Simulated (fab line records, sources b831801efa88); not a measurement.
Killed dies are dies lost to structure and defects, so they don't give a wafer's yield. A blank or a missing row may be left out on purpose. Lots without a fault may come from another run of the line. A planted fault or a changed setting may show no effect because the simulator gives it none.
fab line records | flow sfq_line
record lots=13 wafers=39 last_day=80
route steps=325 shown M0@38 M1@71 M4@155 I6@276
lots that met no fault: from a run of the same line without faults
start_h: hours from the record's first day to the start of the lot's first wafer shown | wait_h: hours since the lot's step before | " the same as in the row above | L1.1+2: a row that stands for several wafers | - no value, or no start given | * or withheld: withheld | < > ~ a bound
route shown NAME@n: a module of which the file shows steps, and the number in the route of the first | usual: mean/standard deviation of fault-free wafers | same: alike in all rows | chamber/n: place in a boat | sites: the reading at each site | _std_site: their standard deviation | _edge_site: outer sites' mean less inner sites' | radius_mm: how far each site lies from the wafer's centre | mask NAME#n: copy n | behind: the tool/chamber that last shaped the wafer | hold: why the lot was held/for how many hours/how that ended | device: the transistor (n, p or np) that didn't switch | end of line: the same wafers' tests at the end of the route | a step without rows: its recipe alone | killed: dies lost to structure and defects at the first sort, not the wafer's yield | map: a wafer's dies, x killed, . not, _ none there
set.NAME: the setting as run; set.NAME@STEP: as run at that earlier step | model.NAME: the simulator's own value behind a step, which no gauge read
steps of the route over a sample of lots; a table a step, a row a wafer
services: from which hour (start_h, from the record's first day; less than 0 if before it) a tool's chamber was out of use, for how many hours, and why
## steps
# step SFQ_M0_OVL_MEAS_906
# usual M0_OVL=-3/4.8
# columns lot.wafer tool chamber start_h wait_h M0_OVL[nm]
L555.2 overlay-01 - 265.96 0.1 -1
L555.3 " - " " -5
L555.6 " - " " -3
L556.1 overlay-02 - 277.95 0.1 1
L556.4 " - " " -7
L556.6 " - " " 0
L557.1 overlay-02 - 288.04 0.1 -11
L557.3 " - " " -3
L557.5 " - " " -14
L558.2 overlay-01 - 294.04 0.1 -3
L558.4 " - " " -6
L558.5 " - " " 4
L559.1 overlay-01 - 316.03 0.1 -9
L559.3 " - " " -3
L559.4 " - " " -10
L560.2 overlay-02 - 331.76 0.1 -3
L560.4 " - " " 6
L560.6 " - " " 2
L562.1 overlay-02 - 348.55 0.1 -5
L562.4 " - " " 4
L562.5 " - " " -5
L567.1 overlay-01 - 385.00 0.1 -7
L567.5 " - " " -1
L567.6 " - " " -3
L568.3 overlay-01 - 391.01 0.1 -3
L568.4 " - " " -2
L568.6 " - " " -9
L569.2 overlay-01 - 401.93 0.1 -3
L569.3 " - " " -2
L569.6 " - " " -4
L570.3 overlay-02 - 407.93 0.1 -1
L570.4 " - " " 0
L570.5 " - " " 1
L577.1 overlay-02 - 489.82 0.1 -4
L577.2 " - " " 1
L577.3 " - " " -3
L578.3 overlay-01 - 501.84 0.1 3
L578.4 " - " " -8
L578.6 " - " " 3
# step SFQ_TRILAYER_M1_STRIP_STRIP_043
# recipe gas=O2 power_w=200 platen_temp_c=40 overash_fraction=0.65 chemistry=O2 pressure_mtorr=50
# usual drypump_motor_current_A=6.0/0.57 oes_product_au=1.001/0.0079
# same overash_fraction=0.65
# columns lot.wafer tool chamber start_h wait_h drypump_motor_current_A oes_product_au rf_hours_counter_h
L555.2 rie_metal-04 1 423.74 0.1 4.7 1.013 143
L555.3 " 0 " " 5.6 0.991 -
L555.6 " 0 " " 5.6 0.987 -
L556.1 rie_metal-02 1 429.87 0.1 6.3 1.001 140
L556.4 " 1 " " 6.3 0.983 -
L556.6 " 1 " " 6.3 0.986 -
L557.1 rie_metal-02 0 437.07 0.1 6.5 0.999 91
L557.3 " 1 " " 6.3 0.993 -
L557.5 " 1 " " 6.3 0.994 -
L558.2 rie_metal-02 0 447.87 0.1 6.5 0.996 92
L558.4 " 1 " " 6.3 1.002 -
L558.5 " 0 " " 6.6 0.985 -
L559.1 rie_metal-02 0 487.65 0.1 6.6 0.996 97
L559.3 " 1 " " 6.3 0.999 -
L559.4 " 0 " " 6.6 0.993 -
L560.2 rie_metal-04 0 493.65 0.1 5.7 1.001 5
L560.4 " 0 " " 5.7 0.994 -
L560.6 " 0 " " 5.7 0.992 -
L562.1 rie_metal-02 1 508.23 0.2 6.3 1.002 151
L562.4 " 1 " " 6.3 0.992 -
L562.5 " 1 " " 6.3 1.001 -
L567.1 rie_metal-02 1 556.08 0.1 6.3 1.008 0
L567.5 " 0 " " 6.5 1.013 -
L567.6 " 1 " " 6.3 1.003 -
L568.3 rie_metal-01 1 564.68 0.2 6.3 1.008 -
L568.4 " 0 " " 5.3 1.004 -
L568.6 " 0 " " 5.3 0.998 -
L569.2 rie_metal-02 1 574.15 0.1 6.3 1.011 2
L569.3 " 1 " " 6.3 1.012 -
L569.6 " 1 " " 6.3 1.010 -
L570.3 rie_metal-02 0 581.81 0.3 6.6 1.000 -
L570.4 " 1 " " 6.3 1.002 -
L570.5 " 0 " " 6.5 0.998 -
L577.1 rie_metal-02 1 815.93 0.2 6.3 0.997 38
L577.2 " 1 " " 6.3 0.992 -
L577.3 " 1 " " 6.3 1.002 -
L578.3 rie_metal-02 1 828.29 0.5 6.3 0.999 -
L578.4 " 1 " " 6.3 0.990 -
L578.6 " 1 " " 6.3 0.989 -
# step SFQ_TRILAYER_M4_LITHO_EXPOSE_094
# recipe mask_id=M4 na=0.6 source_shape=conventional sigma_outer=0.65 target_cd_nm=500 dose_mj=14.4
# usual exposure_dose_mJ_cm2=14.397/0.014
# columns lot.wafer tool chamber start_h wait_h mask exposure_dose_mJ_cm2
L555.2 krf_scanner-01 0 1055.30 - M4#0 14.379
L555.3 " 0 " " M4#0 14.410
L555.6 " 0 " " M4#0 14.380
L556.1 krf_scanner-01 0 1061.10 - M4#0 14.379
L556.4 " 0 " " M4#0 14.400
L556.6 " 0 " " M4#0 14.376
L557.1 krf_scanner-01 0 1065.90 - M4#0 18.817
L557.3 " 0 " " M4#0 18.839
L557.5 " 0 " " M4#0 18.840
L558.2 krf_scanner-01 0 1079.30 - M4#0 18.846
L558.4 " 0 " " M4#0 18.835
L558.5 " 0 " " M4#0 18.822
L559.1 krf_scanner-01 0 1123.50 - M4#0 18.818
L559.3 " 0 " " M4#0 18.820
L559.4 " 0 " " M4#0 18.830
L560.2 krf_scanner-02 0 1128.65 - M4#0 14.401
L560.4 " 0 " " M4#0 14.404
L560.6 " 0 " " M4#0 14.413
L562.1 krf_scanner-02 0 1134.45 - M4#0 14.417
L562.4 " 0 " " M4#0 14.373
L562.5 " 0 " " M4#0 14.383
L567.1 krf_scanner-02 0 1309.68 - M4#0 14.395
L567.5 " 0 " " M4#0 14.387
L567.6 " 0 " " M4#0 14.415
L568.3 krf_scanner-02 0 1313.68 - M4#0 14.396
L568.4 " 0 " " M4#0 14.396
L568.6 " 0 " " M4#0 14.411
L569.2 krf_scanner-02 0 1314.68 - M4#0 14.397
L569.3 " 0 " " M4#0 14.390
L569.6 " 0 " " M4#0 14.385
L570.3 krf_scanner-02 0 1330.48 - M4#0 14.420
L570.4 " 0 " " M4#0 14.408
L570.5 " 0 " " M4#0 14.401
L577.1 krf_scanner-02 0 1370.01 - M4#0 14.386
L577.2 " 0 " " M4#0 14.397
L577.3 " 0 " " M4#0 14.397
L578.3 krf_scanner-02 0 1394.41 - M4#0 14.432
L578.4 " 0 " " M4#0 14.391
L578.6 " 0 " " M4#0 14.391
# step SFQ_I6_OVL_MEAS_942
# usual I6_OVL=-4/5.7
# columns lot.wafer tool chamber start_h wait_h I6_OVL[nm]
L555.2 overlay-01 - 1548.11 0.1 -6
L555.3 " - " " -1
L555.6 " - " " -6
L556.1 overlay-02 - 1592.51 0.1 -6
L556.4 " - " " 1
L556.6 " - " " -1
L557.1 overlay-02 - 1683.75 0.1 0
L557.3 " - " " -3
L557.5 " - " " 0
L558.2 overlay-02 - 1684.96 0.1 -14
L558.4 " - " " -24
L558.5 " - " " -13
L559.1 overlay-02 - 1731.75 0.1 3
L559.3 " - " " 1
L559.4 " - " " 0
L560.2 overlay-02 - 1741.36 0.1 -3
L560.4 " - " " -1
L560.6 " - " " 0
L562.1 overlay-02 - 1747.35 0.1 2
L562.4 " - " " 6
L562.5 " - " " 6
L567.1 overlay-02 - 1762.95 0.1 0
L567.5 " - " " -10
L567.6 " - " " -1
L568.3 overlay-02 - 1764.28 0.1 0
L568.4 " - " " -2
L568.6 " - " " -3
L569.2 overlay-02 - 1765.36 0.1 -8
L569.3 " - " " -11
L569.6 " - " " -5
L570.3 overlay-02 - 1766.56 0.1 -4
L570.4 " - " " -1
L570.5 " - " " -7
L577.1 overlay-01 - 1785.75 0.1 -6
L577.2 " - " " -10
L577.3 " - " " -7
L578.3 overlay-01 - 1788.16 0.1 0
L578.4 " - " " -8
L578.6 " - " " -9
## services
# columns tool chamber start_h hours kind
krf_scanner-02 - 420.76 2.5 repair
krf_scanner-02 - 447.35 0.8 pm
krf_scanner-02 - 462.67 6.6 repair
krf_scanner-02 - 473.44 1.7 repair
rie_metal-02 0 506.13 10.4 repair
krf_scanner-02 - 520.72 1.0 pm
rie_metal-02 - 525.75 0.8 repair
krf_scanner-02 - 567.43 1.3 pm
krf_scanner-02 - 616.97 0.8 pm
krf_scanner-02 - 620.57 6.7 repair
krf_scanner-02 - 689.02 1.0 pm
krf_scanner-02 - 743.33 1.3 pm
rie_metal-02 - 748.12 1.8 repair
krf_scanner-02 - 784.94 0.8 pm
krf_scanner-02 - 819.64 4.0 pm
krf_scanner-02 - 858.38 1.0 pm
rie_metal-02 1 873.77 2.3 repair
krf_scanner-02 - 919.35 1.3 pm
rie_metal-02 - 939.96 10.0 pm
krf_scanner-02 - 954.57 0.8 pm
krf_scanner-02 - 955.18 2.3 repair
krf_scanner-02 - 1020.46 65.7 repair
krf_scanner-02 - 1060.76 5.0 repair
rie_metal-02 1 1208.39 4.0 repair
## key
first_sign step=SFQ_TRILAYER_M4_LITHO_EXPOSE_094 reading=exposure_dose_mJ_cm2 direction=up sigmas=99+ usual=14.397 struck=18.830
effect none on later readings
met_at SFQ_TRILAYER_M4_LITHO_EXPOSE_094
struck_lots L557,L558,L559
not_acting_at SFQ_M0_OVL_MEAS_906,SFQ_TRILAYER_M1_STRIP_STRIP_043,SFQ_I6_OVL_MEAS_942
onset_between 1061.10 1065.90
fault kind=process_parameter_drift tool=krf_scanner-01 chamber=- onset_h=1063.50 steps=SFQ_TRILAYER_M4_LITHO_EXPOSE_094 channel=dose_mj offset=4.4297 shape=step acts_in=these_recipes_only stated=14.4
